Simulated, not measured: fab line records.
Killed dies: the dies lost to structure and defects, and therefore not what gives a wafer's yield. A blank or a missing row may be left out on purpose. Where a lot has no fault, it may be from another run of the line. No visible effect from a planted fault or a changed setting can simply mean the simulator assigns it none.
Tool commonality check	flow gf180mcu	13 lots and 39 wafers in the sample

REASON FOR OPENING
On 1 of the 13 lots, a flag is raised at GF_CONTACT_CD_MEAS_14 on the reading cd_nm. No-fault wafers: 219.6 nm, standard deviation 1.5.
Rule: flag the lot when none of its wafers has a number, or when each of its wafers that has one lies beyond 4 standard deviations from that mean. All remaining lots are regarded as sound.

lot	measured	on	cd_nm (nm), wafer by wafer	flag
L561	day 16 02:29	cd_sem-01	220.6 220.4 218.6	
L562	day 16 13:05	cd_sem-01	219.3 218.0 220.1	
L567	day 18 09:05	cd_sem-01	221.3 220.8 220.1	
L568	day 18 20:35	cd_sem-02	216.0 217.3 217.9	
L570	day 19 11:04	cd_sem-01	219.0 218.4 218.2	
L574	day 20 18:04	cd_sem-02	173.1 174.2 174.1	FLAGGED
L577	day 22 07:01	cd_sem-01	218.3 219.9 218.5	
L578	day 22 22:55	cd_sem-01	219.9 220.1 218.8	
L579	day 23 12:31	cd_sem-01	219.9 219.7 219.0	
L580	day 23 17:22	cd_sem-01	218.4 219.1 217.6	
L582	day 23 20:12	cd_sem-01	216.8 218.1 218.2	
L583	day 24 10:50	cd_sem-01	220.9 222.3 220.3	
L584	day 24 13:10	cd_sem-02	218.1 218.0 217.8	
The mean of the flagged lots' numbers is 173.8 nm, -45.8 nm from the usual (-31 standard deviations).

WHICH TOOL EACH LOT WENT THROUGH
2 process steps preceding the reading are held in the record, out of 602 steps in the route. Read each cell as the tool, then ch plus the chambers that the sampled wafers visited, then the start.
lot	flag	GF_SALICIDE_RTA_06	GF_CONTACT_EXPOSE_11
L561		rtp_anneal-01 ch 0, day 15 04:10	krf_scanner-01 ch 0, day 15 15:40
L562		rtp_anneal-02 ch 0, day 15 13:37	krf_scanner-01 ch 0, day 16 02:07
L567		rtp_anneal-01 ch 0, day 17 08:35	krf_scanner-01 ch 0, day 17 21:22
L568		rtp_anneal-01 ch 0, day 17 18:47	krf_scanner-01 ch 0, day 18 07:47
L570		rtp_anneal-02 ch 0, day 18 10:05	krf_scanner-01 ch 0, day 18 23:34
L574	FLAGGED	rtp_anneal-02 ch 0, day 19 16:56	krf_scanner-01 ch 0, day 20 06:13
L577		rtp_anneal-02 ch 0, day 21 05:55	krf_scanner-01 ch 0, day 21 19:20
L578		rtp_anneal-02 ch 0, day 21 22:12	krf_scanner-01 ch 0, day 22 11:07
L579		rtp_anneal-02 ch 0, day 22 12:50	krf_scanner-01 ch 0, day 23 01:11
L580		rtp_anneal-02 ch 0, day 22 17:19	krf_scanner-01 ch 0, day 23 06:25
L582		rtp_anneal-02 ch 0, day 22 20:54	krf_scanner-01 ch 0, day 23 09:29
L583		rtp_anneal-01 ch 0, day 23 10:29	krf_scanner-02 ch 0, day 23 23:08
L584		rtp_anneal-01 ch 0, day 23 13:33	krf_scanner-01 ch 0, day 24 02:12
What is done by these steps:
- GF_SALICIDE_RTA_06: time 30 s.
- GF_CONTACT_EXPOSE_11: exposes mask Contact, target cd 220 nm.
- GF_CONTACT_CD_MEAS_14: target cd 220 nm.

FLAGGED AGAINST TOTAL, ONE TOOL AT A TIME (gauges that did the reading follow at the end)
step	tool	lots run	flagged	share of the flagged lots	sound lots run after its first flagged lot
GF_SALICIDE_RTA_06	rtp_anneal-01	5	0	none	-
GF_SALICIDE_RTA_06	rtp_anneal-02	8	1	all	5 (L577,L578,L579,L580,L582)
GF_CONTACT_EXPOSE_11	krf_scanner-01	12	1	all	6 (L577,L578,L579,L580,L582,L584)
GF_CONTACT_EXPOSE_11	krf_scanner-02	1	0	none	-
GF_CONTACT_CD_MEAS_14	cd_sem-01	10	0	none	-
GF_CONTACT_CD_MEAS_14	cd_sem-02	3	1	all	1 (L584)

WHAT THE TABLE ALLOWS
rtp_anneal-02 at GF_SALICIDE_RTA_06, krf_scanner-01 at GF_CONTACT_EXPOSE_11 and cd_sem-02 at GF_CONTACT_CD_MEAS_14: these 3 rows of the table ran every flagged lot.
- rtp_anneal-02 at GF_SALICIDE_RTA_06: 1 of its 8 lots flagged. After the first flagged lot (L577, L578, L579, L580, L582), sound lots still ran on it; a lasting fault on the whole tool would not permit that.
- krf_scanner-01 at GF_CONTACT_EXPOSE_11: 1 of its 12 lots flagged. After the first flagged lot (L577, L578, L579, L580, L582, L584), sound lots still ran on it; a lasting fault on the whole tool would not permit that.
- cd_sem-02 at GF_CONTACT_CD_MEAS_14: 1 of its 3 lots flagged. After the first flagged lot (L584), sound lots still ran on it; a lasting fault on the whole tool would not permit that.
There is no row in the table that ran each flagged lot and no sound lot after the first.

WHAT WAS PUT IN BY THE SIMULATOR
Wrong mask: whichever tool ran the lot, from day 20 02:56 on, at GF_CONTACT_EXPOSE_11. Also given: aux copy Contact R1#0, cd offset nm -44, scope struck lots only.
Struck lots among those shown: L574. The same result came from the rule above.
